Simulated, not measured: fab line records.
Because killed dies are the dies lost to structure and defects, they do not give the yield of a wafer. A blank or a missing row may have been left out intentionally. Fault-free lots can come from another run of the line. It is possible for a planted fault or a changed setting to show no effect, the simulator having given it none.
What tool caused it?    flow sky130    12 lots, 36 wafers sampled, at 5 steps of a route of 708

## WHAT EACH GAUGE READ, for each wafer
SKY_POLY_GATE_THK_MEAS_21.
lot   measured      on             POLY_GATE_OXIDATION_THK (nm)
L590  day 17 08:26  film_metro-02  3.93 3.99 4.00
L589  day 17 10:34  film_metro-03  4.16 4.12 4.09
L591  day 17 13:54  film_metro-02  4.04 4.07 4.06
L593  day 18 10:47  film_metro-02  4.07 4.03 4.04
L595  day 19 04:04  film_metro-04  3.91 4.00 3.94
L596  day 19 16:25  film_metro-04  3.97 3.93 3.84
L597  day 19 21:52  film_metro-03  4.04 3.93 3.94
L598  day 20 09:37  film_metro-03  3.90 3.97 3.83
L603  day 22 04:01  film_metro-03  3.89 3.91 3.88
L604  day 22 08:19  film_metro-02  3.84 3.88 3.85
L607  day 24 09:12  film_metro-03  3.93 3.90 3.93
L608  day 24 10:31  film_metro-04  4.05 3.91 3.96

SKY_LDD_N_OVL_MEAS_07.
lot   measured      on          LDD_N_OVL (nm)
L590  day 18 14:17  overlay-02  -0.7 -0.6 -1.9
L589  day 18 16:43  overlay-01  0.7 -0.5 0.6
L591  day 18 19:52  overlay-02  1.5 -0.4 -0.3
L593  day 19 17:13  overlay-01  -0.4 2.6 1.9
L595  day 20 11:04  overlay-01  2.6 2.9 0.4
L596  day 20 23:46  overlay-02  3.5 0.8 -0.4
L597  day 21 05:08  overlay-02  -0.9 -1.5 -0.2
L598  day 21 16:35  overlay-01  0.1 0.5 -1.6
L603  day 23 10:30  overlay-02  1.2 0.0 0.7
L604  day 23 14:25  overlay-01  0.9 2.0 1.3
L607  day 25 15:07  overlay-01  2.5 2.9 0.9
L608  day 25 16:13  overlay-01  0.5 1.3 1.3

SKY_LDD_LDN_TW_MEAS_13.
lot   measured      on             LDD_LDN_TW
L590  day 23 20:01  film_metro-02  1467 1467 1474
L589  day 23 22:34  film_metro-03  1486 1497 1495
L591  day 24 01:09  film_metro-03  1487 1491 1483
L593  day 24 21:18  film_metro-03  1491 1500 1491
L595  day 25 14:22  film_metro-03  1488 1488 1487
L596  day 26 03:09  film_metro-01  1493 1489 1495
L597  day 26 08:35  film_metro-03  1473 1473 1476
L598  day 26 18:54  film_metro-03  1474 1478 1474
L603  day 28 10:01  film_metro-02  1457 1453 1446
L604  day 28 13:04  film_metro-01  1465 1472 1467
L607  day 30 12:35  film_metro-01  1496 1498 1491
L608  day 30 13:58  film_metro-03  1502 1500 1499

## EACH LOT AND THE TOOL THAT RAN IT (in order: tool; ch and the chambers of the sampled wafers; start)
lot   SKY_POLY_GATE_ETCH_16               SKY_LDD_LDN_IMPLANT_10
L590  rie_diel-03 ch 0,1,2, day 17 06:10  implanter-04 ch 0, day 23 19:40
L589  rie_diel-01 ch 2,3, day 17 08:53    implanter-04 ch 0, day 23 22:10
L591  rie_diel-01 ch 0,2,3, day 17 12:08  implanter-04 ch 0, day 24 00:47
L593  rie_diel-01 ch 1,2,3, day 18 07:21  implanter-02 ch 0, day 24 20:54
L595  rie_diel-01 ch 1,2,3, day 19 01:46  implanter-04 ch 0, day 25 13:58
L596  rie_diel-04 ch 0,1,3, day 19 14:51  implanter-04 ch 0, day 26 02:45
L597  rie_diel-03 ch 1,2,3, day 19 20:17  implanter-02 ch 0, day 26 08:14
L598  rie_diel-03 ch 1,2,3, day 20 08:02  implanter-04 ch 0, day 26 18:32
L603  rie_diel-01 ch 1,2,3, day 22 02:28  implanter-02 ch 0, day 28 09:37
L604  rie_diel-04 ch 1,3, day 22 06:42    implanter-02 ch 0, day 28 12:40
L607  rie_diel-01 ch 0,1,3, day 24 07:38  implanter-04 ch 0, day 30 12:11
L608  rie_diel-01 ch 0,1,3, day 24 08:57  implanter-04 ch 0, day 30 13:35
- SKY_POLY_GATE_ETCH_16: etches Si3N4 in CH3F/O2, stops on poly-Si, time 147.5 s, target depth 75 nm.
- SKY_LDD_LDN_IMPLANT_10

## WHAT THE TOOLS THEMSELVES READ (means of the sampled wafers that have a number; where no wafer has one, the mark that the record gives instead)
SKY_POLY_GATE_ETCH_16.
lot   tool         O2_flow_sccm (sccm)  bias_w (W)  drypump_motor_current_A (A)  oes_product_au (a.u.)  throttle_valve_pct (%)
L590  rie_diel-03  30.07                80.02       6.2                          0.645                  10.534
L589  rie_diel-01  29.94                80.14       5.3                          0.641                  10.534
L591  rie_diel-01  30.15                79.96       5.5                          0.644                  10.542
L593  rie_diel-01  29.95                80.04       5.4                          0.636                  10.538
L595  rie_diel-01  30.00                79.84       5.3                          0.642                  10.534
L596  rie_diel-04  29.95                79.85       5.7                          0.644                  10.538
L597  rie_diel-03  29.91                80.32       6.0                          0.632                  10.536
L598  rie_diel-03  29.97                80.20       6.0                          0.640                  10.529
L603  rie_diel-01  30.03                80.10       5.3                          0.634                  10.537
L604  rie_diel-04  29.94                79.92       5.9                          0.642                  10.550
L607  rie_diel-01  30.07                79.99       5.7                          0.648                  10.524
L608  rie_diel-01  29.96                80.10       5.8                          0.644                  10.536

SKY_LDD_LDN_IMPLANT_10.
lot   tool          dose_ions_cm2  faraday_current_uA
L590  implanter-04  1.2520e+13     70.5
L589  implanter-04  1.2517e+13     70.0
L591  implanter-04  1.2488e+13     72.1
L593  implanter-02  1.2494e+13     69.9
L595  implanter-04  1.2489e+13     70.0
L596  implanter-04  1.2503e+13     70.1
L597  implanter-02  1.2501e+13     69.7
L598  implanter-04  1.2496e+13     70.6
L603  implanter-02  9.0433e+12     51.8
L604  implanter-02  9.0417e+12     50.3
L607  implanter-04  1.2496e+13     71.1
L608  implanter-04  1.2501e+13     70.0

## THE ANSWER, worked out from the rows above alone
Rule: usual is defined by the lots themselves. The widest of any qualifying gaps counts: lots, ordered by their means at a reading, are off when they make up no more than a third of the lots, leave a main group of 4 or more, and stand apart from it by 3 or more times the standard deviation of that group's means. If all means in a main group match to the digits the tables above print for the reading, that group is not used. A lot without any number at a reading at which 4 lots or more have one is off too. Any other lot the step has rows for is counted as sound. After the gauges, taken in route order, come the tools' own readings; for these a lot's mean is taken, as printed above. At the first step where some lot is off, the reading lying furthest off is the one used; lots without a number count as furthest.
Off: L603, L604, at SKY_LDD_LDN_IMPLANT_10 (dose_ions_cm2). Main group: mean 1.2500e+13, sd 1e+10.
If a tool, at that step or one of the process steps before it, ran each lot that is off and ran no sound lot following the first of them, it fits. One fits: implanter-02 at SKY_LDD_LDN_IMPLANT_10. A fault onset in the window from L597 (day 26 08:14, its last sound lot) to L603 (day 28 09:37, its first lot off) fits.
The tool's own readings at SKY_LDD_LDN_IMPLANT_10 bear it out: on the lots that are off they differ by more than 5 times the standard deviation of the sound lots' means. dose_ions_cm2 reads 9.0425e+12 there against 1.2500e+13 on the sound lots; faraday_current_uA reads 51.0 there against 70.4 on the sound lots.

## WHAT WAS PUT IN BY THE SIMULATOR
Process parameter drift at SKY_LDD_LDN_IMPLANT_10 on implanter-02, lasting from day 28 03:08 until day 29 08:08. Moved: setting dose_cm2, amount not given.
Shown lots that were struck: L603, L604. The rule given above showed the same thing.
